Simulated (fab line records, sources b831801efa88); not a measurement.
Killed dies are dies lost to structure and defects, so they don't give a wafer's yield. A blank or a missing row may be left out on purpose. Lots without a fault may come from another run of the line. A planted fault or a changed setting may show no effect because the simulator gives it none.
A struck lot beside a sound one | flow sky130 | 17 steps out of a route of 708
Sound: wafers L715.1, L715.2, L715.6. Struck: wafers L721.1, L721.3, L721.4. The cause comes at the end.
At each step with rows: each side's tool, then ch and its chambers, then its first start. Under that, the readings that differ: sound wafers | struck wafers | difference of the means | sigmas: that difference in standard deviations of wafers without a fault.
alike: readings whose means differ by less than 2 such deviations, and words and numbers that are the same on both sides. not compared: withheld readings, readings that some wafer has no value for, bounds like >300 that may hide the same value, and numbers for which the record gives no deviation and whose values overlap.
The two part at a step that has a row with sigmas, a row that says differs or no value, or rows on one side only. Numbers that don't overlap but have no deviation are shown without sigmas and don't part them. A reading that every wafer of one side lacks parts them only if that side has two wafers or more.

SKY_LDD_HVN_OVL_MEAS_07:
  sound on overlay-02, day 20 02:15; struck on overlay-02, day 22 21:16
  alike: LDD_HVN_OVL
then, 1 step without rows for these wafers: SKY_LDD_HVN_IMPLANT_08.
SKY_LDD_HVN_STRIP_09: strips in O2/N2.
  sound on plasma_asher-02 ch 0,1, day 20 02:26; struck on plasma_asher-02 ch 0,1, day 22 21:27
  alike: drypump_motor_current_A, oes_product_au, strip_time_to_endpoint_s
  not compared: rf_hours_counter_h
SKY_LDD_HVN_TW_MEAS_10:
  sound on film_metro-03, day 20 02:32; struck on film_metro-03, day 22 21:33
  alike: LDD_HVN_TW
then, 7 steps without rows for these wafers: SKY_LDD_HVP_DEHYDRATE_00 (time 60 s); SKY_LDD_HVP_HMDS_01 (prime time 60 s); SKY_LDD_HVP_COAT_02 (resist thk 300 nm); SKY_LDD_HVP_SOFTBAKE_03 (time 60 s); SKY_LDD_HVP_EXPOSE_04 (exposes mask HVPTM, target cd 700 nm); SKY_LDD_HVP_PEB_05; SKY_LDD_HVP_DEVELOP_06 (develop time 60 s).
SKY_LDD_HVP_OVL_MEAS_07:
  sound on overlay-01, day 21 10:15; struck on overlay-02, day 24 03:47
  alike: LDD_HVP_OVL
SKY_LDD_HVP_IMPLANT_08:
  sound on implanter-02 ch 0, day 21 10:17; struck on implanter-04 ch 0, day 24 03:49
  reading            | sound                            | struck                           | difference  | sigmas
  dose_ions_cm2      | 1.6992e+13 1.6974e+13 1.7014e+13 | 1.8828e+13 1.8838e+13 1.8807e+13 | +1.8310e+12 | +99 or more
  faraday_current_uA | 97.5 99.2 95.8                   | 107.9 104.8 103.6                | +7.9        | +4
  alike: end_station_pressure_torr
SKY_LDD_HVP_STRIP_09: strips in O2/N2.
  sound on plasma_asher-01 ch 0,1, day 21 10:26; struck on plasma_asher-01 ch 0,1, day 24 03:58
  alike: drypump_motor_current_A, oes_product_au, strip_time_to_endpoint_s
  not compared: rf_hours_counter_h
SKY_LDD_HVP_TW_MEAS_10:
  sound on film_metro-03, day 21 10:32; struck on film_metro-02, day 24 04:04
  reading    | sound       | struck      | difference | sigmas
  LDD_HVP_TW | 449 454 454 | 471 475 476 | +22        | +5
then, 1 step without rows for these wafers: SKY_LDD_LDN_DEHYDRATE_00 (time 60 s).
-- the record jumps here: 23 days lie between the struck wafers' starts before and after (it left off in module LDD_LDN and takes up again in module PAD_OPEN, whose first step shown is number 708 of the route) --
SKY_PAD_OPEN_PROBE_99:
  sound on prober-02, day 45 13:09; struck on prober-02, day 47 10:47
  reading                        | sound          | struck         | difference | sigmas
  model.etest.tip_p_5v.rs_ohm_sq | 2904 2889 2886 | 2673 2686 2640 | -227       |
  alike: killed_at_M0_to_M3, killed_at_M4_up, killed_at_contacts, killed_at_front_end, killed_at_other, killed_dies, killed_open, killed_short

WHERE THEY PART
First at SKY_LDD_HVP_IMPLANT_08; last, within this record, at SKY_LDD_HVP_TW_MEAS_10. Later steps at which nothing parts them and some readings are alike: SKY_PAD_OPEN_PROBE_99.

WHY: what the simulator had put in
Process parameter drift: implanter-04, from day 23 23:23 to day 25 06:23, at SKY_LDD_HVP_IMPLANT_08. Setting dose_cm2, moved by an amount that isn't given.
